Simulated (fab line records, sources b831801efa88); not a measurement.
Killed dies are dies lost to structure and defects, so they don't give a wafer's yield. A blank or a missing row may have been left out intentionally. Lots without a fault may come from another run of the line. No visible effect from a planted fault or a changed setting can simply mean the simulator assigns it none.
Which tool was responsible?	flow sky130	33 wafers from 11 lots sampled at 4 of the route's 708 steps

WHAT THE GAUGES SHOWED, per wafer
SKY_METAL5_RS_MEAS_05: a four-point-probe measurement.
lot	measured	on	METAL5_ALCU_RS (ohm/sq)
L459	day 43 12:01	film_metro-04	0.02673 0.02685 0.02678
L462	day 44 03:38	film_metro-04	0.02639 0.02655 0.02658
L463	day 44 09:22	film_metro-01	0.02716 0.02717 0.02724
L464	day 44 14:04	film_metro-02	0.02739 0.02729 0.02734
L465	day 44 22:06	film_metro-02	0.02698 0.02698 0.02731
L470	day 46 05:47	film_metro-01	0.02718 0.0274 0.02691
L469	day 46 06:23	film_metro-02	0.02683 0.02686 0.02694
L472	day 46 16:53	film_metro-04	0.02686 0.0271 0.02693
L475	day 47 10:57	film_metro-04	0.02726 0.02722 0.02736
L480	day 48 09:24	film_metro-01	0.02683 0.02718 0.02699
L481	day 48 15:20	film_metro-02	0.02667 0.02662 0.02719

SKY_METAL5_THK_MEAS_06: measures by xrf.
lot	measured	on	METAL5_ALCU_THK (nm)
L459	day 43 12:07	film_metro-04	1175 1159 1170
L462	day 44 03:46	film_metro-04	1185 1181 1181
L463	day 44 09:29	film_metro-01	1159 1154 1159
L464	day 44 14:10	film_metro-02	1154 1153 1148
L465	day 44 22:13	film_metro-02	1162 1166 1149
L470	day 46 05:54	film_metro-01	1149 1155 1168
L469	day 46 06:30	film_metro-02	1167 1164 1160
L472	day 46 16:59	film_metro-04	1218 1151 1163 1218 1154 1163
L475	day 47 11:04	film_metro-04	1168 1162 1154
L480	day 48 09:31	film_metro-01	1183 1165 1173
L481	day 48 15:27	film_metro-02	1184 1184 1155

WHICH TOOL RAN EACH LOT (tool, then ch and the chambers of the sampled wafers, then the start)
lot	SKY_METAL5_SPUTTER_01	SKY_METAL5_SPUTTER_04
L459	pvd_sputter-03, day 43 11:50	pvd_sputter-03, day 43 11:56
L462	pvd_sputter-04, day 44 03:30	pvd_sputter-04, day 44 03:36
L463	pvd_sputter-04, day 44 09:04	pvd_sputter-04, day 44 09:15
L464	pvd_sputter-03, day 44 13:52	pvd_sputter-03, day 44 13:58
L465	pvd_sputter-04, day 44 21:56	pvd_sputter-04, day 44 22:02
L470	pvd_sputter-04, day 46 05:38	pvd_sputter-04, day 46 05:43
L469	pvd_sputter-04, day 46 06:14	pvd_sputter-04, day 46 06:19
L472	pvd_sputter-04, day 46 16:41	pvd_sputter-04, day 46 16:47
L475	pvd_sputter-02, day 47 10:47	pvd_sputter-02, day 47 10:53
L480	pvd_sputter-02, day 48 09:10	pvd_sputter-02, day 48 09:16
L481	pvd_sputter-02, day 48 15:11	pvd_sputter-02, day 48 15:16
- SKY_METAL5_SPUTTER_01: material TiN, target thk 20 nm, time 16.7 s.
- SKY_METAL5_SPUTTER_04: material TiN, target thk 70 nm, time 58.3 s.

WHAT THE TOOLS THEMSELVES READ (means of the sampled wafers that have a number; where no wafer has one, the mark that the record gives instead)
SKY_METAL5_SPUTTER_01.
lot	tool	throttle_valve_pct (%)
L459	pvd_sputter-03	30.9
L462	pvd_sputter-04	29.9
L463	pvd_sputter-04	30.4
L464	pvd_sputter-03	31.0
L465	pvd_sputter-04	29.5
L470	pvd_sputter-04	29.8
L469	pvd_sputter-04	29.9
L472	pvd_sputter-04	29.7
L475	pvd_sputter-02	30.6
L480	pvd_sputter-02	30.8
L481	pvd_sputter-02	30.5

SKY_METAL5_SPUTTER_04.
lot	tool	throttle_valve_pct (%)
L459	pvd_sputter-03	30.9
L462	pvd_sputter-04	29.7
L463	pvd_sputter-04	30.5
L464	pvd_sputter-03	31.0
L465	pvd_sputter-04	29.7
L470	pvd_sputter-04	29.9
L469	pvd_sputter-04	29.9
L472	pvd_sputter-04	29.8
L475	pvd_sputter-02	30.4
L480	pvd_sputter-02	30.6
L481	pvd_sputter-02	30.6

THE ANSWER, worked out from the rows above alone
Rule: usual is defined by the lots themselves. Put in order of their means at a reading, lots are off if they are a third of the lots or fewer, leave a main group of 4 or more, and stand apart from it by a gap of 3 or more times the standard deviation of the main group's means; of several such gaps the widest counts. The tables above print the reading to a certain number of digits; a main group whose means all agree to those digits is not used. Also off: a lot with no number at a reading for which 4 or more lots have one. All remaining lots with rows at the step are treated as sound. The gauges are gone through in route order, then the tools' own readings, and for those a lot's mean is taken as printed above. At the first step where some lot is off, the reading lying furthest off is the one used; lots without a number count as furthest.
Nothing can be told from this: no lot is off at any reading shown.

WHAT THE SIMULATOR HAD INSERTED
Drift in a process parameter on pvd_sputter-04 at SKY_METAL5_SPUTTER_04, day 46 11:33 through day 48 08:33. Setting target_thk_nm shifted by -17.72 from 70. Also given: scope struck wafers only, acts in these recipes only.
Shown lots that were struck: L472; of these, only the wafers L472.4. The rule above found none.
